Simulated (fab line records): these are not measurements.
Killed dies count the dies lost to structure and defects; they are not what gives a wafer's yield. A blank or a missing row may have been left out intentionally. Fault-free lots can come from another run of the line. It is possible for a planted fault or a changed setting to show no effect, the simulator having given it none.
Split-lot trial || flow sky130 || route with 708 steps; 5 lots, 23 wafers read

## SPLIT DETAILS
At SKY_LDD_HVN_IMPLANT_08, the setting energy_kev was moved away from the recipe's 60 on 6 of the 23 wafers read, by -1.5% to +4.2%. All remaining wafers had this setting at the recipe value.

The split's own step is where the reading is taken.

## THE READING
In nm, at SKY_LDD_HVN_IMPLANT_08: implant.drp_nm, which is the simulator's own figure and was read by no gauge. No usual value for it is given in the file.

{"wafer": "L074.1", "tool, chamber at the split": "implanter-02, 0", "energy_kev as run": 60, "against the recipe": "recipe", "implant.drp_nm, nm": 28.15, "against lot-mates on the recipe": "-"}
{"wafer": "L074.2", "tool, chamber at the split": "implanter-02, 0", "energy_kev as run": 60, "against the recipe": "recipe", "implant.drp_nm, nm": 28.15, "against lot-mates on the recipe": "-"}
{"wafer": "L074.4", "tool, chamber at the split": "implanter-02, 0", "energy_kev as run": 60, "against the recipe": "recipe", "implant.drp_nm, nm": 28.15, "against lot-mates on the recipe": "-"}
{"wafer": "L074.3", "tool, chamber at the split": "implanter-02, 0", "energy_kev as run": 62.52, "against the recipe": "+4.2%", "implant.drp_nm, nm": 29.18, "against lot-mates on the recipe": "+1.03"}
{"wafer": "L074.5", "tool, chamber at the split": "implanter-02, 0", "energy_kev as run": 62.52, "against the recipe": "+4.2%", "implant.drp_nm, nm": 29.18, "against lot-mates on the recipe": "+1.03"}
{"wafer": "L076.1", "tool, chamber at the split": "implanter-04, 0", "energy_kev as run": 60, "against the recipe": "recipe", "implant.drp_nm, nm": 28.15, "against lot-mates on the recipe": "-"}
{"wafer": "L076.2", "tool, chamber at the split": "implanter-04, 0", "energy_kev as run": 60, "against the recipe": "recipe", "implant.drp_nm, nm": 28.15, "against lot-mates on the recipe": "-"}
{"wafer": "L076.3", "tool, chamber at the split": "implanter-04, 0", "energy_kev as run": 60, "against the recipe": "recipe", "implant.drp_nm, nm": 28.15, "against lot-mates on the recipe": "-"}
{"wafer": "L076.5", "tool, chamber at the split": "implanter-04, 0", "energy_kev as run": 59.09, "against the recipe": "-1.5%", "implant.drp_nm, nm": 27.78, "against lot-mates on the recipe": -0.37}
{"wafer": "L076.6", "tool, chamber at the split": "implanter-04, 0", "energy_kev as run": 59.09, "against the recipe": "-1.5%", "implant.drp_nm, nm": 27.78, "against lot-mates on the recipe": -0.37}
{"wafer": "L081.1", "tool, chamber at the split": "implanter-02, 0", "energy_kev as run": 60, "against the recipe": "recipe", "implant.drp_nm, nm": 28.15, "against lot-mates on the recipe": "-"}
{"wafer": "L081.2", "tool, chamber at the split": "implanter-02, 0", "energy_kev as run": 60, "against the recipe": "recipe", "implant.drp_nm, nm": 28.15, "against lot-mates on the recipe": "-"}
{"wafer": "L081.3", "tool, chamber at the split": "implanter-02, 0", "energy_kev as run": 60, "against the recipe": "recipe", "implant.drp_nm, nm": 28.15, "against lot-mates on the recipe": "-"}
{"wafer": "L081.5", "tool, chamber at the split": "implanter-02, 0", "energy_kev as run": 60, "against the recipe": "recipe", "implant.drp_nm, nm": 28.15, "against lot-mates on the recipe": "-"}
{"wafer": "L081.6", "tool, chamber at the split": "implanter-02, 0", "energy_kev as run": 60, "against the recipe": "recipe", "implant.drp_nm, nm": 28.15, "against lot-mates on the recipe": "-"}
{"wafer": "L083.2", "tool, chamber at the split": "implanter-04, 0", "energy_kev as run": 60, "against the recipe": "recipe", "implant.drp_nm, nm": 28.15, "against lot-mates on the recipe": "-"}
{"wafer": "L083.3", "tool, chamber at the split": "implanter-04, 0", "energy_kev as run": 60, "against the recipe": "recipe", "implant.drp_nm, nm": 28.15, "against lot-mates on the recipe": "-"}
{"wafer": "L083.5", "tool, chamber at the split": "implanter-04, 0", "energy_kev as run": 60, "against the recipe": "recipe", "implant.drp_nm, nm": 28.15, "against lot-mates on the recipe": "-"}
{"wafer": "L083.4", "tool, chamber at the split": "implanter-04, 0", "energy_kev as run": 61.88, "against the recipe": "+3.1%", "implant.drp_nm, nm": 28.91, "against lot-mates on the recipe": "+0.76"}
{"wafer": "L083.6", "tool, chamber at the split": "implanter-04, 0", "energy_kev as run": 61.88, "against the recipe": "+3.1%", "implant.drp_nm, nm": 28.91, "against lot-mates on the recipe": "+0.76"}
{"wafer": "L084.1", "tool, chamber at the split": "implanter-02, 0", "energy_kev as run": 60, "against the recipe": "recipe", "implant.drp_nm, nm": 28.15, "against lot-mates on the recipe": "-"}
{"wafer": "L084.2", "tool, chamber at the split": "implanter-02, 0", "energy_kev as run": 60, "against the recipe": "recipe", "implant.drp_nm, nm": 28.15, "against lot-mates on the recipe": "-"}
{"wafer": "L084.5", "tool, chamber at the split": "implanter-02, 0", "energy_kev as run": 60, "against the recipe": "recipe", "implant.drp_nm, nm": 28.15, "against lot-mates on the recipe": "-"}

FIT RESULTS
A straight line over all 23 wafers: implant.drp_nm changes by +0.244 nm for each +1% of energy_kev; r = +1.00; the points scatter about the line by 0.0021 nm.
The same after taking each lot's own level away (the mean of its wafers on the recipe; 23 wafers): +0.244 nm for each +1%; r = +1.00; scatter 0.0021 nm.
According to that fit, moving energy_kev by its largest amount changes the reading by 1 nm.
The lots' own levels span 28.150 to 28.150 nm.
The two slopes agree, so the slope changes little with the lot-to-lot level.
Check: for one of the wafers moved furthest among these (+4.2%), held out of the fit, the line's prediction against its lot-mates is +1.02 nm. It came out at +1.03 nm against them.

## FURTHER SPLITS ON THESE WAFERS
These wafers also went through other splits before the reading. Each is held against what the fit with the lots' levels taken away leaves over:
{"other split on the same wafers": "SKY_VT_ADJUST_PCH_IMPLANT_08 dose_cm2", "wafers away from the commonest value": 10, "r with implant.drp_nm (lot level and that fit taken away)": "+0.29"}
{"other split on the same wafers": "SKY_SONOS_ONO_OXIDATION_00 ox_time_s", "wafers away from the commonest value": 10, "r with implant.drp_nm (lot level and that fit taken away)": -0.02}
{"other split on the same wafers": "SKY_SONOS_ONO_EXPOSE_10 dose_mj", "wafers away from the commonest value": 8, "r with implant.drp_nm (lot level and that fit taken away)": "+0.06"}
{"other split on the same wafers": "SKY_GATE_OXIDE_COAT_05 resist_thk_nm", "wafers away from the commonest value": 9, "r with implant.drp_nm (lot level and that fit taken away)": -0.24}
{"other split on the same wafers": "SKY_GATE_OXIDE_DEVELOP_09 dev_temp_c", "wafers away from the commonest value": 8, "r with implant.drp_nm (lot level and that fit taken away)": -0.14}
{"other split on the same wafers": "SKY_RES_PROTECT_EXPOSE_04 dose_mj", "wafers away from the commonest value": 5, "r with implant.drp_nm (lot level and that fit taken away)": -0.13}
{"other split on the same wafers": "SKY_LDD_N_COAT_02 spin_rpm", "wafers away from the commonest value": 10, "r with implant.drp_nm (lot level and that fit taken away)": "+0.21"}
{"other split on the same wafers": "SKY_LDD_N_IMPLANT_11 energy_kev", "wafers away from the commonest value": 8, "r with implant.drp_nm (lot level and that fit taken away)": -0.09}
{"other split on the same wafers": "SKY_LDD_P_IMPLANT_09 energy_kev", "wafers away from the commonest value": 9, "r with implant.drp_nm (lot level and that fit taken away)": "+0.12"}

## THE WHOLE CHAIN: every reading that the file lists as answering this split, in the file's order
{"step": "SKY_LDD_HVN_IMPLANT_08", "what it does": "", "reading": "implant.rp_nm (the simulator's own value, which no gauge read)", "change (the file's fit)": "+0.57 nm for each +1% of the setting", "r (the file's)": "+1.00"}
{"step": "SKY_LDD_HVN_IMPLANT_08", "what it does": "", "reading": "implant.drp_nm (the simulator's own value, which no gauge read)", "change (the file's fit)": "+0.244 nm for each +1% of the setting", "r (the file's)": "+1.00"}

## THE FILE'S OWN FIT
implant.drp_nm changes by +0.244 nm for each +1% of energy_kev, r = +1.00.
